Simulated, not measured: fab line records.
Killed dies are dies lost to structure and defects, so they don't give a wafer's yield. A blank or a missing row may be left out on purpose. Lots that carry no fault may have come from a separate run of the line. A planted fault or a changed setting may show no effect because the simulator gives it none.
Struck lot and sound lot, side by side	flow sky130	15 out of 708 route steps
Sound: wafers L890.2, L890.5, L890.6. Struck: wafer L902.5. (L902.4 of the same lot was not struck and is left out.) The cause comes at the end.
At each step with rows: each side's tool, then ch and its chambers, then its first start. Under that, the readings that differ: sound wafers	struck wafers	difference of the means	sigmas: that difference in standard deviations of wafers without a fault.
alike: readings whose means differ by less than 2 such deviations, and words and numbers that are the same on both sides. not compared: withheld readings, readings that some wafer has no value for, bounds like >300 that may hide the same value, and numbers for which the record gives no deviation and whose values overlap.
Wherever a step has rows on one side only, a row that says differs or no value, or a row with sigmas, the two part there. Numbers that don't overlap but have no deviation are shown without sigmas and don't part them. A reading missing from all wafers of one side parts the sides only when that side holds two or more wafers.

first, 5 steps without rows for these wafers: SKY_LI_CONTACT_COAT_07 (resist thk 450 nm); SKY_LI_CONTACT_SOFTBAKE_08 (time 90 s); SKY_LI_CONTACT_EXPOSE_09 (exposes mask LICM1, target cd 170 nm); SKY_LI_CONTACT_PEB_10; SKY_LI_CONTACT_DEVELOP_11 (develop time 60 s).
SKY_LI_CONTACT_CD_MEAS_12: the cd target is 170 nm.
  sound: cdSem-02 at day 30 13:01; struck: cdSem-02 at day 34 23:31
  alike: cdNm
SKY_LI_CONTACT_OVL_MEAS_13:
  sound: overlay-02 at day 30 13:07; struck: overlay-02 at day 34 23:35
  alike: LI_CONTACT_OVL
SKY_LI_CONTACT_ETCH_14: etches BARC in N2/H2, stops on SiO2, time 45.9 s, target depth 60 nm.
  sound on rieDiel-04 ch 0,1, day 30 13:08; struck on rieDiel-04 ch 1, day 34 23:37
reading	sound	struck	difference	sigmas
oesProductAu (a.u.)	0.861 0.869 0.857	0.852	-0.010	-2
  alike: drypumpMotorCurrentA, n2FlowSccm, throttleValvePct
  not compared: rfHoursCounterH
SKY_LI_CONTACT_ETCH_15: etches PSG in C4F8/O2/Ar, stops on Si, target depth 600 nm.
  sound on rieDiel-04 ch 0,1, day 30 13:11; struck on rieDiel-04 ch 1, day 34 23:41
  alike: oesProductAu
SKY_LI_CONTACT_STRIP_16: strips in O2/N2.
  sound on plasmaAsher-01 ch 0,1, day 30 13:16; struck on plasmaAsher-02 ch 1, day 34 23:46
reading	sound	struck	difference	sigmas
stripTimeToEndpointS (s)	3.55 3.55 3.49	3.41	-0.12	-3
  alike: drypumpMotorCurrentA, n2FlowSccm, oesProductAu
  not compared: rfHoursCounterH
then, 2 steps without rows for these wafers: SKY_LI_CONTACT_CLEAN_17 (cleans in NMP, time 600 s); SKY_LI_CONTACT_PRE_CLEAN_18 (time 5.6 s).
SKY_LI_CONTACT_SPUTTER_19: material Ti, target thk 20 nm, time 106.37 s.
  sound: pvdSputter-01 at day 30 13:34; struck: pvdSputter-01 at day 35 00:05
reading	sound	struck	difference	sigmas
model.Ti_of_LI_CONTACT_SPUTTER_19.thkNm (nm)	20.28 20.11 19.85	29.6	+9.5	
  alike: throttleValvePct
SKY_LI_CONTACT_SPUTTER_20: material TiN, target thk 20 nm, time 80 s.
  sound: pvdSputter-01 at day 30 13:38; struck: pvdSputter-01 at day 35 00:09
  alike: throttleValvePct
-- the record jumps here: 15 days lie between the struck wafers' starts before and after (it left off in module LI_CONTACT and takes up again in module PAD_OPEN, whose first step shown is number 708 of the route) --
SKY_PAD_OPEN_PROBE_99:
  sound: prober-01 at day 46 18:20; struck: prober-01 at day 50 00:20
reading	sound	struck	difference	sigmas
killed_at_M4_up	4 6 4	1	-4	-2
  alike: killed_at_M0_to_M3, killedAtContacts, killedAtFrontEnd, killedAtOther, killedDies, killedOnRim, killedOpen, killedShort

WHERE THEY PART
Earliest at SKY_LI_CONTACT_ETCH_14; latest, in this record, at SKY_PAD_OPEN_PROBE_99.

WHY: what the simulator had put in
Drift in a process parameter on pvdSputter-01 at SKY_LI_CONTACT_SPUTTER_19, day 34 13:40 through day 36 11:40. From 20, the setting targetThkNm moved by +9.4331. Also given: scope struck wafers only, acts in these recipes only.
